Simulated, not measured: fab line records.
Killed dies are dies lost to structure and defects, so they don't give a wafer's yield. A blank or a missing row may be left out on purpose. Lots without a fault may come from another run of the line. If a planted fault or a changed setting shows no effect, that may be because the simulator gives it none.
Comparing a struck lot with a sound one | flow sky130 | 14 out of 708 route steps
Sound: wafers L973.2, L973.3, L973.6. Struck: wafers L987.1, L987.4, L987.6. The cause comes at the end.
Order at every step that has rows: each side's tool, ch and its chambers, its first start. Under that, the readings that differ: sound wafers | struck wafers | difference of the means | sigmas: that difference in standard deviations of wafers without a fault.
alike: readings whose means differ by less than 2 such deviations, and words and numbers that are the same on both sides. not compared: withheld readings, readings that some wafer has no value for, bounds like >300 that may hide the same value, and numbers for which the record gives no deviation and whose values overlap.
Wherever a step has rows on one side only, a row that says differs or no value, or a row with sigmas, the two part there. Non-overlapping numbers with no deviation appear without sigmas and do not part them. A reading missing from all wafers of one side parts the sides only when that side holds two or more wafers.

SKY_METAL1_SPUTTER_01: material TiN, target thk 20 nm, time 16.7 s.
  sound: pvd-sputter-02 at day 34 00:04; struck: pvd-sputter-02 at day 38 00:34
  alike: throttle-valve-pct
SKY_METAL1_SPUTTER_02: material AlCu, target thk 250 nm, time 13.3 s.
  sound: pvd-sputter-02 at day 34 00:06; struck: pvd-sputter-02 at day 38 00:35
  alike: throttle-valve-pct
SKY_METAL1_SPUTTER_03: material Ti, target thk 5 nm, time 3.3 s.
  sound: pvd-sputter-02 at day 34 00:07; struck: pvd-sputter-02 at day 38 00:37
  alike: throttle-valve-pct
SKY_METAL1_SPUTTER_04: material TiN, target thk 70 nm, time 58.3 s.
  sound: pvd-sputter-02 at day 34 00:08; struck: pvd-sputter-02 at day 38 00:37
  alike: throttle-valve-pct
SKY_METAL1_RS_MEAS_05: a four-point-probe measurement.
  sound: film-metro-01 at day 34 00:13; struck: film-metro-02 at day 38 00:40
  alike: METAL1_ALCU_RS
SKY_METAL1_THK_MEAS_06: measures by xrf.
  sound: film-metro-01 at day 34 00:19; struck: film-metro-02 at day 38 00:47
  alike: METAL1_ALCU_THK
then, 6 steps without rows for these wafers: SKY_METAL1_DEHYDRATE_07 (time 60 s); SKY_METAL1_HMDS_08 (prime time 60 s); SKY_METAL1_COAT_09 (resist thk 60 nm); SKY_METAL1_COAT_10 (resist thk 450 nm); SKY_METAL1_SOFTBAKE_11 (time 90 s); SKY_METAL1_EXPOSE_12 (exposes mask MM1, target cd 140 nm).
SKY_METAL1_PEB_13:
  sound on litho-track-01 ch 0, day 35 02:00; struck on litho-track-04, day 39 01:00
  reading         | sound          | struck | difference                    | sigmas
  exhaust-pa (Pa) | 43.5 44.3 43.7 | - - -  | no value on the struck wafers |
  not compared: chill-plate-temp-C, resist-line-temp-C
then, 1 step without rows for these wafers: SKY_METAL1_DEVELOP_14 (develop time 60 s).

== WHERE THEY PART ==
SKY_METAL1_PEB_13 only, going by this record.

WHY: the cause the simulator had injected
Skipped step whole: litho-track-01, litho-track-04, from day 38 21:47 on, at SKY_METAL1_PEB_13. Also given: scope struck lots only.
